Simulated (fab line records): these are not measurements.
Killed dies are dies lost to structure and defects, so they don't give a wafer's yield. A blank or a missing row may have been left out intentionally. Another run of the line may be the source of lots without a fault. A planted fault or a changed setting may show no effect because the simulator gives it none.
Matching of chambers	flow sky130	4 sister chambers for SKY_VIA2_CMP_02 on cmp-02
The step polishes SiO2. 16 wafers are shown with their chamber, then 8 later ones without.

== WAFERS WITH THEIR CHAMBER ==
wafer	chamber	motor current A (A)
L446.4	0	11.7
L446.5	0	12.4
L446.6	3	10.7
L449.2	2	9.9
L449.3	0	12.9
L449.5	2	9.3
L458.2	0	12.4
L458.3	3	10.1
L458.6	3	10.4
L460.2	1	12.1
L460.4	3	10.8
L460.5	3	11.2
L459.2	2	9.7
L459.3	3	10.5
L459.4	0	12.8
L461.2	1	11.7

SIGNATURES (means of the wafers above)
reading	chamber 0	chamber 1	chamber 2	chamber 3	scatter within a chamber
motor current A	12.440	11.900	9.633	10.617	0.394
Rule: for each reading, subtract the chamber's mean from the wafer's reading, divide by that reading's scatter and square the result; add these up over the readings and take the root, which gives the wafer's distance from the chamber. The wafer belongs to the nearest chamber; if the next one is less than 2 further off, it can't be placed. The scatter: the root of (the sum of the squares of (reading less its chamber's mean) over the shown wafers, divided by (wafers less chambers)).

== WAFERS WITH NO CHAMBER GIVEN ==
wafer	motor current A (A)
L461.5	12.0
L461.6	9.6
L462.1	11.8
L462.2	12.5
L462.6	12.3
L463.2	10.5
L463.4	12.7
L463.5	12.0

== EACH ONE'S CHAMBER ==
wafer	from the rows above	in truth
L461.5	can't be placed: 1 or 0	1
L461.6	2	2
L462.1	can't be placed: 1 or 0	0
L462.2	can't be placed: 0 or 1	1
L462.6	can't be placed: 0 or 1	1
L463.2	can't be placed: 3 or 2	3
L463.4	can't be placed: 0 or 1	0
L463.5	can't be placed: 1 or 0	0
1 of 8 placed correctly. Cannot be placed on the basis of these rows: 7; the candidates contain the true chamber in 7. 0 placed wrongly.
